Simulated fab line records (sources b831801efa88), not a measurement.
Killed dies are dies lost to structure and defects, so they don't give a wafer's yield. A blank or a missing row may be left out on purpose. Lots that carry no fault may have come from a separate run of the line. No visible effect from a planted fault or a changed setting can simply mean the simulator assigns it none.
Comparing a struck lot with a sound one	flow sky130	21 steps out of a route of 708
Sound: the wafers L738.2, L738.5, L738.6. Wafers L741.2, L741.4, L741.6 were the ones struck. The cause is given at the end.
For every step that has rows: the tool of each side, followed by ch and its chambers, followed by its first start. Under that, the readings that differ: sound wafers	struck wafers	difference of the means	sigmas: that difference in standard deviations of wafers without a fault.
alike: readings with means less than 2 such deviations apart, plus words and numbers identical on both sides. not compared: withheld readings, readings lacking a value on some wafer, bounds such as >300 that could conceal the same value, and numbers that have no deviation in the record and whose values overlap.
Wherever a step has rows on one side only, a row that says differs or no value, or a row with sigmas, the two part there. When numbers do not overlap yet have no deviation, they are printed without sigmas and do not part them. Lack of a reading on every wafer of one side parts them only where that side has two or more wafers.

first, 1 step without rows for these wafers: SKY_RES_XHIGH_IMPLANT_07.
SKY_RES_XHIGH_STRIP_08: strips in O2/N2.
  sound on plasma asher-04 ch 0,1, day 27 15:35; struck on plasma asher-02 ch 0,1, day 29 00:02
reading	sound	struck	difference	sigmas
drypump motor current A (A)	4.7 5.4 4.7	6.1 6.1 6.6	+1.3	+2
  alike: o2 flow sccm, oes product au, strip time to endpoint s
  not compared: rf hours counter h
SKY_RES_XHIGH_TW_MEAS_09:
  struck on film metro-03, day 29 00:09; sound on film metro-01, day 27 15:41
  alike: RES_XHIGH_TW
then, 7 steps without rows for these wafers: SKY_SD_N_DEHYDRATE_00 (time 60 s); SKY_SD_N_HMDS_01 (prime time 60 s); SKY_SD_N_COAT_02 (resist thk 1140 nm); SKY_SD_N_SOFTBAKE_03 (time 60 s); SKY_SD_N_EXPOSE_04 (exposes mask NSDM, target cd 380 nm); SKY_SD_N_PEB_05; SKY_SD_N_DEVELOP_06 (develop time 60 s).
SKY_SD_N_CD_MEAS_07 targets a cd of 380 nm.
  struck on cd sem-02, day 30 04:00; sound on cd sem-01, day 28 20:10
  alike: cd nm
SKY_SD_N_OVL_MEAS_08:
  struck on overlay-01, day 30 04:07; sound on overlay-01, day 28 20:16
  alike: SD_N_OVL
SKY_SD_N_IMPLANT_09:
  sound on implanter-04 ch 0, day 28 20:19; struck on implanter-04 ch 0, day 30 04:10
reading	sound	struck	difference	sigmas
dose ions cm2	4.001e+15 4.002e+15 3.997e+15	3.519e+15 3.516e+15 3.517e+15	-4.827e+14	-99 or more
then, 1 step without rows for these wafers: SKY_SD_N_IMPLANT_10.
SKY_SD_N_STRIP_11: strips in O2/N2.
  sound on plasma asher-02 ch 0,1, day 28 20:36; struck on plasma asher-01 ch 0,1, day 30 04:26
reading	sound	struck	difference	sigmas
oes product au (a.u.)	0.525 0.528 0.527	0.535 0.538 0.538	+0.010	+3
strip time to endpoint s (s)	22.57 22.61 22.56	22.11 22.05 22.08	-0.50	-13
  alike: drypump motor current A, o2 flow sccm
  not compared: rf hours counter h
SKY_SD_N_TW_MEAS_12:
  struck on film metro-03, day 30 04:33; sound on film metro-03, day 28 20:43
  alike: SD_N_TW
then, 1 step without rows for these wafers: SKY_SD_N_CLEAN_13 (cleans in SC1/SC2, time 150 s).
SKY_SD_N_RTA_14: time 2 s.
  sound on rtp anneal-01 ch 0, day 28 20:49; struck on rtp anneal-02 ch 0, day 30 04:40
  alike: lamp power pct, wafer_temp_C_max
SKY_SD_N_RS_MEAS_16: a four-point-probe measurement.
  struck on film metro-03, day 30 05:12; sound on film metro-01, day 28 21:00
reading	sound	struck	difference	sigmas
SD_N_RS (ohm/sq)	68.41 68.72 68.80	69.80 69.62 69.87	+1.12	+10
  not compared: hold
SKY_SD_N_RS_MEAS_17: a four-point-probe measurement.
  struck on film metro-03, day 30 07:22; sound on film metro-01, day 28 21:07
reading	sound	struck	difference	sigmas
hold	- - -	await dispo/2.0h/release await dispo/2.0h/release await dispo/2.0h/release	no value on the sound wafers	
  alike: SD_P_RS
-- here the record skips 17 days between the struck wafers' starts before and after, leaving off in module SD_N and picking up in module PAD_OPEN (first step shown: number 708 of the route) --
SKY_PAD_OPEN_PROBE_99:
  struck on prober-02, day 47 12:23; sound on prober-01, day 46 15:11
reading	sound	struck	difference	sigmas
killed dies	80 74 70	105 93 94	+23	+2
killed short	48 31 28	59 43 46	+14	+2
model.etest.res ndiff hv.rs ohm sq	115.8 116.4 115.7	117.2 117.3 117.3	+1.3	
model.etest.res ndiff.rs ohm sq	122.2 122 122.3	123.4 124 123.2	+1.4	
  alike: killed_at_M0_to_M3, killed_at_M4_up, killed at contacts, killed at front end, killed at other, killed open
  not compared: model.etest.res ndiff.line ohm um

== WHERE THEY PART ==
Last at SKY_PAD_OPEN_PROBE_99 as far as this record goes, first at SKY_RES_XHIGH_STRIP_08.

WHY: what had been put in by the simulator
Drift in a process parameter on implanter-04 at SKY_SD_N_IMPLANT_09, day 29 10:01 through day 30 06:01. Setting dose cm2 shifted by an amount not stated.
